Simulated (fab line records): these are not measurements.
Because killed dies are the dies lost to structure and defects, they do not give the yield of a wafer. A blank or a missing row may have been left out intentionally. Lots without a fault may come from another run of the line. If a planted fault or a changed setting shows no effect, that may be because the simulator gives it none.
A lot that was struck, set against a sound lot	flow sky130	32 out of 708 route steps
Sound: these wafers, L965.3, L965.4, L965.5. Wafers L973.4, L973.5, L973.6 were the ones struck. Last of all comes the cause.
At each step with rows: each side's tool, then ch and its chambers, then its first start. Under that, the readings that differ: sound wafers	struck wafers	difference of the means	sigmas: that difference in standard deviations of wafers without a fault.
alike: readings whose means differ by less than 2 such deviations, and words and numbers that are the same on both sides. not compared: withheld readings, readings that some wafer has no value for, bounds like >300 that may hide the same value, and numbers for which the record gives no deviation and whose values overlap.
The two part at a step that has a row with sigmas, a row that says differs or no value, or rows on one side only. Numbers that don't overlap but have no deviation are shown without sigmas and don't part them. A reading missing from all wafers of one side parts the sides only when that side holds two or more wafers.

first, 1 step without rows for these wafers: SKY_NWELL_IMPLANT_24.
SKY_NWELL_STRIP_25: strips in O2/N2.
  sound on plasma_asher-01 ch 0,1, day 5 04:38; struck on plasma_asher-01 ch 0,1, day 7 10:18
  alike: drypump_motor_current_A, oes_product_au, strip_time_to_endpoint_s
  not compared: rf_hours_counter_h
SKY_NWELL_TW_MEAS_26:
  sound: film_metro-02 at day 5 04:43; struck: film_metro-04 at day 7 10:23
  alike: NWELL_2_TW
then, 1 step without rows for these wafers: SKY_NWELL_CLEAN_27 (cleans in SC1/SC2, time 150 s).
SKY_NWELL_RTA_28: time 30 s.
  sound on rtp_anneal-01 ch 0, day 5 04:51; struck on rtp_anneal-02 ch 0, day 7 10:31
  alike: lamp_power_pct, wafer_temp_C_max
SKY_NWELL_RS_MEAS_29: measures by four-point-probe.
  sound: film_metro-03 at day 5 04:57; struck: film_metro-03 at day 7 10:38
reading	sound	struck	difference	sigmas
NWELL_RS (ohm/sq)	627.8 626.8 627.4	624.3 624.6 623.2	-3.3	-2
SKY_NWELL_RS_MEAS_31: measures by four-point-probe.
  sound: film_metro-03 at day 5 05:11; struck: film_metro-03 at day 7 10:52
  alike: PWDE_RS
then, 4 steps without rows for these wafers: SKY_VT_ADJUST_HVTP_DEHYDRATE_00 (time 60 s); SKY_VT_ADJUST_HVTP_HMDS_01 (prime time 60 s); SKY_VT_ADJUST_HVTP_COAT_02 (resist thk 1140 nm); SKY_VT_ADJUST_HVTP_SOFTBAKE_03 (time 60 s).
SKY_VT_ADJUST_HVTP_EXPOSE_04: exposes mask HVTPM, target cd 380 nm.
  sound on iline_stepper-02 ch 0, day 5 14:54; struck on iline_stepper-02 ch 0, day 7 19:59
reading	sound	struck	difference	sigmas
mask	HVTPM#0 HVTPM#0 HVTPM#0	NWM_COMPLEMENT_LESS_NATIVE#0 NWM_COMPLEMENT_LESS_NATIVE#0 NWM_COMPLEMENT_LESS_NATIVE#0	differs	
then, 2 steps without rows for these wafers: SKY_VT_ADJUST_HVTP_PEB_05; SKY_VT_ADJUST_HVTP_DEVELOP_06 (develop time 60 s).
SKY_VT_ADJUST_HVTP_CD_MEAS_07: the cd target is 380 nm.
  sound: cd_sem-02 at day 5 23:24; struck: cd_sem-01 at day 8 06:20
reading	sound	struck	difference	sigmas
cd_nm (nm)	386 387 387	- - -	no value on the struck wafers	
SKY_VT_ADJUST_HVTP_OVL_MEAS_08:
  sound: overlay-01 at day 5 23:29; struck: overlay-01 at day 8 06:25
reading	sound	struck	difference	sigmas
VT_ADJUST_HVTP_OVL (nm)	-2.2 -0.1 0.3	- - -	no value on the struck wafers	
after that, 1 step had no rows for these wafers: SKY_VT_ADJUST_HVTP_IMPLANT_09.
SKY_VT_ADJUST_HVTP_STRIP_10: strips in O2/N2.
  sound on plasma_asher-01 ch 0,1, day 5 23:42; struck on plasma_asher-01 ch 0,1, day 8 06:37
  alike: drypump_motor_current_A, oes_product_au, strip_time_to_endpoint_s
  not compared: rf_hours_counter_h
SKY_VT_ADJUST_HVTP_TW_MEAS_11:
  sound: film_metro-01 at day 5 23:47; struck: film_metro-01 at day 8 06:43
reading	sound	struck	difference	sigmas
VT_ADJUST_HVTP_TW	1386 1382 1387	30 30 30	-1355	-90
then, 7 steps without rows for these wafers: SKY_VT_ADJUST_LVTN_DEHYDRATE_00 (time 60 s); SKY_VT_ADJUST_LVTN_HMDS_01 (prime time 60 s); SKY_VT_ADJUST_LVTN_COAT_02 (resist thk 3000 nm); SKY_VT_ADJUST_LVTN_SOFTBAKE_03; SKY_VT_ADJUST_LVTN_EXPOSE_04 (exposes mask NWM COMPLEMENT LESS NATIVE, target cd 840 nm); SKY_VT_ADJUST_LVTN_PEB_05; SKY_VT_ADJUST_LVTN_DEVELOP_06 (develop time 60 s).
SKY_VT_ADJUST_LVTN_OVL_MEAS_07:
  sound: overlay-01 at day 6 17:55; struck: overlay-02 at day 9 04:13
  alike: VT_ADJUST_LVTN_OVL
after that, 1 step had no rows for these wafers: SKY_VT_ADJUST_LVTN_IMPLANT_08.
SKY_VT_ADJUST_LVTN_STRIP_09: strips in O2/N2.
  sound on plasma_asher-03 ch 0,1, day 6 18:08; struck on plasma_asher-01 ch 0,1, day 9 04:25
  alike: drypump_motor_current_A, oes_product_au, strip_time_to_endpoint_s
  not compared: rf_hours_counter_h
SKY_VT_ADJUST_LVTN_TW_MEAS_10:
  sound: film_metro-02 at day 6 18:13; struck: film_metro-02 at day 9 04:31
reading	sound	struck	difference	sigmas
VT_ADJUST_LVTN_TW	240.8 239.8 240.0	1359.4 1359.2 1362.1	+1120.0	+99 or more
then, 1 step without rows for these wafers: SKY_VT_ADJUST_LVTN_DEHYDRATE_11 (time 60 s).
-- a jump in the record: the struck wafers' starts before and after are 39 days apart (it breaks off in module VT_ADJUST_LVTN and resumes in module PAD_OPEN, where the first step shown is number 708 of the route) --
SKY_PAD_OPEN_PROBE_99:
  record: rows for the struck wafers here (prober-01, day 47 23:12), none for the sound ones

## WHERE THEY PART
First at SKY_NWELL_RS_MEAS_29; last, within this record, at SKY_PAD_OPEN_PROBE_99.

WHY: whatever the simulator had introduced
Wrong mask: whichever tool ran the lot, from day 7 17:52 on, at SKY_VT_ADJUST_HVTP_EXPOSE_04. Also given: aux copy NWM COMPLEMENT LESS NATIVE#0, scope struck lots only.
